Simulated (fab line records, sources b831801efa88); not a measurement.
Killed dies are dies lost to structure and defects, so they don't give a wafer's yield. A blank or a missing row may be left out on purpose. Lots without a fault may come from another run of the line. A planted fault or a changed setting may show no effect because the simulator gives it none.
Which tool did it? | flow gf180mcu | 12 lots, 36 wafers sampled, at 5 steps of a route of 602

WHAT THE GAUGES READ, wafer by wafer
GF_POLY_GATE_THK_MEAS_17. Usual: POLY_GATE_OXIDATION_THK 4.01 nm, standard deviation 0.09.
lot  | measured     | on            | POLY_GATE_OXIDATION_THK (nm) | flag
L433 | day 9 16:33  | film_metro-03 | 3.97 3.93 4.01               |
L434 | day 10 00:47 | film_metro-04 | 3.86 3.88 4.00               |
L435 | day 10 06:00 | film_metro-03 | 4.03 3.98 4.04               |
L439 | day 11 05:28 | film_metro-04 | 3.92 4.10 4.08               |
L441 | day 11 20:55 | film_metro-02 | 4.01 4.13 4.11               |
L444 | day 13 01:20 | film_metro-03 | 4.10 4.11 4.10               |
L447 | day 13 17:31 | film_metro-03 | 4.00 4.06 4.07               |
L450 | day 14 15:46 | film_metro-03 | 3.95 4.00 3.97               |
L451 | day 15 01:10 | film_metro-04 | 4.11 4.14 3.99               |
L453 | day 15 18:13 | film_metro-04 | 4.04 4.06 4.06               |
L454 | day 15 19:28 | film_metro-03 | 4.02 4.06 4.06               |
L455 | day 16 06:46 | film_metro-04 | 4.10 4.08 4.03               |

GF_HV_LDD_RS_MEAS_53: measures by four-point-probe. Usual: HV_LDD_RS 417.4 ohm/sq, standard deviation 0.93.
lot  | measured     | on            | HV_LDD_RS (ohm/sq) | flag
L433 | day 12 20:34 | film_metro-04 | 415.7 416.0 415.7  |
L434 | day 13 05:59 | film_metro-01 | 417.7 417.9 418.0  |
L435 | day 13 10:41 | film_metro-02 | 418.3 416.6 417.5  |
L439 | day 14 13:53 | film_metro-02 | 418.0 418.0 417.7  |
L441 | day 15 08:23 | film_metro-02 | 418.8 419.1 417.3  |
L444 | day 16 15:57 | film_metro-01 | - - -              | OFF
L447 | day 17 11:07 | film_metro-02 | - - -              | OFF
L450 | day 18 10:14 | film_metro-02 | 417.5 418.1 417.8  |
L451 | day 18 21:31 | film_metro-02 | 416.3 417.3 416.7  |
L453 | day 19 15:54 | film_metro-02 | 418.1 417.9 418.5  |
L454 | day 19 17:24 | film_metro-02 | 417.2 417.3 417.4  |
L455 | day 20 04:39 | film_metro-04 | 415.3 416.5 415.7  |

WHICH TOOL RAN EACH LOT (tool, then ch and the chambers of the sampled wafers, then the start)
lot  | GF_POLY_GATE_STRIP_14                | GF_HV_LDD_STRIP_10                   | GF_HV_LDD_IMPLANT_36
L433 | plasma_asher-01 ch 0,1, day 9 12:17  | plasma_asher-03 ch 0,1, day 10 10:50 | implanter-02 ch 0, day 12 00:15
L434 | plasma_asher-02 ch 0,1, day 9 22:19  | plasma_asher-02 ch 0,1, day 10 19:03 | implanter-01 ch 0, day 12 09:25
L435 | plasma_asher-01 ch 0,1, day 10 04:31 | plasma_asher-03 ch 0,1, day 11 00:15 | implanter-02 ch 0, day 12 14:21
L439 | plasma_asher-02 ch 1, day 11 04:04   | plasma_asher-02 ch 0,1, day 12 00:12 | implanter-01 ch 0, day 13 16:29
L441 | plasma_asher-03 ch 0,1, day 11 19:31 | plasma_asher-03 ch 0,1, day 12 17:17 | implanter-03 ch 0, day 14 10:27
L444 | plasma_asher-03 ch 0,1, day 12 22:41 | plasma_asher-04 ch 0,1, day 13 21:50 | implanter-01 ch 0, day 15 17:20
L447 | plasma_asher-03 ch 0,1, day 13 15:43 | plasma_asher-02 ch 0,1, day 14 15:00 | implanter-01 ch 0, day 16 11:47
L450 | plasma_asher-03 ch 0,1, day 14 13:25 | plasma_asher-02 ch 0,1, day 15 13:09 | implanter-03 ch 0, day 17 10:58
L451 | plasma_asher-01 ch 0,1, day 14 21:02 | plasma_asher-02 ch 0,1, day 15 23:34 | implanter-03 ch 0, day 17 21:11
L453 | plasma_asher-03 ch 0,1, day 15 15:41 | plasma_asher-04 ch 0,1, day 16 16:41 | implanter-03 ch 0, day 18 15:15
L454 | plasma_asher-02 ch 0,1, day 15 17:00 | plasma_asher-04 ch 0,1, day 16 18:27 | implanter-02 ch 0, day 18 16:49
L455 | plasma_asher-03 ch 0,1, day 16 05:21 | plasma_asher-02 ch 0,1, day 17 05:24 | implanter-03 ch 0, day 19 03:31
- GF_POLY_GATE_STRIP_14: strips in O2/N2.
- GF_HV_LDD_STRIP_10: strips in O2/N2.
- GF_HV_LDD_IMPLANT_36

WHAT THE TOOLS THEMSELVES READ (means of the sampled wafers that have a number; where no wafer has one, the mark that the record gives instead)
GF_POLY_GATE_STRIP_14. Usual: drypump_motor_current_A 5.5 A, standard deviation 0.53; heater_power_w 372 W, standard deviation 38; oes_product_au 0.504 a.u., standard deviation 0.0047.
lot  | tool            | drypump_motor_current_A (A) | heater_power_w (W) | oes_product_au (a.u.) | flag
L433 | plasma_asher-01 | 6.0                         | 359                | 0.505                 |
L434 | plasma_asher-02 | 5.4                         | 372                | 0.506                 |
L435 | plasma_asher-01 | 6.2                         | 372                | 0.499                 |
L439 | plasma_asher-02 | 5.6                         | 361                | 0.503                 |
L441 | plasma_asher-03 | 5.4                         | 349                | 0.507                 |
L444 | plasma_asher-03 | 5.4                         | 354                | 0.499                 |
L447 | plasma_asher-03 | 5.4                         | 356                | 0.506                 |
L450 | plasma_asher-03 | 5.4                         | 351                | 0.505                 |
L451 | plasma_asher-01 | 6.2                         | 367                | 0.506                 |
L453 | plasma_asher-03 | 5.0                         | 391                | 0.503                 |
L454 | plasma_asher-02 | 5.5                         | 377                | 0.502                 |
L455 | plasma_asher-03 | 5.0                         | 394                | 0.504                 |

GF_HV_LDD_STRIP_10. Usual: drypump_motor_current_A 5.4 A, standard deviation 0.35; heater_power_w 361 W, standard deviation 36; oes_product_au 0.716 a.u., standard deviation 0.0047; strip_time_to_endpoint_s 12.62 s, standard deviation 0.045.
lot  | tool            | drypump_motor_current_A (A) | heater_power_w (W) | oes_product_au (a.u.) | strip_time_to_endpoint_s (s) | flag
L433 | plasma_asher-03 | 5.4                         | 360                | 0.714                 | 12.54                        |
L434 | plasma_asher-02 | 5.3                         | 376                | 0.717                 | 12.56                        |
L435 | plasma_asher-03 | 5.4                         | 359                | 0.714                 | 12.62                        |
L439 | plasma_asher-02 | 5.4                         | 371                | 0.717                 | 12.67                        |
L441 | plasma_asher-03 | 5.0                         | 390                | 0.717                 | 12.67                        |
L444 | plasma_asher-04 | 5.5                         | 325                | 0.717                 | 12.62                        |
L447 | plasma_asher-02 | 5.5                         | 374                | 0.711                 | 12.60                        |
L450 | plasma_asher-02 | 5.4                         | 375                | 0.713                 | 12.59                        |
L451 | plasma_asher-02 | 5.4                         | 380                | 0.717                 | 12.61                        |
L453 | plasma_asher-04 | 5.7                         | 331                | 0.715                 | 12.68                        |
L454 | plasma_asher-04 | 5.6                         | 336                | 0.710                 | 12.56                        |
L455 | plasma_asher-02 | 5.5                         | 369                | 0.715                 | 12.59                        |

GF_HV_LDD_IMPLANT_36. Usual: faraday_current_uA 42.4, standard deviation 0.88; tilt_deg 29.997 degrees, standard deviation 0.022.
lot  | tool         | faraday_current_uA | tilt_deg (degrees) | flag
L433 | implanter-02 | 42.0               | 29.958             |
L434 | implanter-01 | 42.2               | 29.986             |
L435 | implanter-02 | 42.0               | 30.029             |
L439 | implanter-01 | 42.3               | 29.987             |
L441 | implanter-03 | 42.4               | 30.000             |
L444 | implanter-01 | 42.3               | 28.127             | OFF
L447 | implanter-01 | 42.2               | 28.127             | OFF
L450 | implanter-03 | 42.5               | 29.970             |
L451 | implanter-03 | 42.3               | 29.987             |
L453 | implanter-03 | 42.2               | 30.004             |
L454 | implanter-02 | 41.0               | 30.005             |
L455 | implanter-03 | 42.4               | 30.014             |

THE ANSWER, worked out from the rows above alone
Rule: a lot is off if the mean of its wafers that have a number lies more than 3 standard deviations from the usual mean. A lot without any number at a reading at which 4 lots or more have one is off too. The other lots that the step has rows for count as sound. The gauges are gone through in route order, then the tools' own readings, and for those a lot's mean is taken as printed above. The first step at which some lot is off is used, and at that step the reading that is off furthest; a lot without a number counts as furthest.
Off: L444, L447, at GF_HV_LDD_RS_MEAS_53 (HV_LDD_RS). Without a number there: L444, L447.
A tool fits if, at a process step before that reading, it ran every lot that is off, and no sound lot after the first of them. The gauges at GF_HV_LDD_RS_MEAS_53 aren't tried: what is off there is off at GF_HV_LDD_IMPLANT_36 too, on other tools, and a gauge's error can't cause that. One fits: implanter-01 at GF_HV_LDD_IMPLANT_36. Its last sound lot is L439 (day 13 16:29), its first lot that is off L444 (day 15 17:20): a fault that began between those two fits.
The tool's own readings at GF_HV_LDD_IMPLANT_36 bear it out: on the lots that are off they differ by more than 5 times the standard deviation of the sound lots' means. tilt_deg reads 28.127 degrees there against 29.994 degrees on the sound lots.

WHAT THE SIMULATOR HAD PUT IN
Process parameter drift: implanter-01, from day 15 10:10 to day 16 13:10, at GF_HV_LDD_IMPLANT_36. Setting tilt_deg, moved by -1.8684, from 30. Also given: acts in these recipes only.
Lots struck among those shown: L444, L447. The rule above found the same.
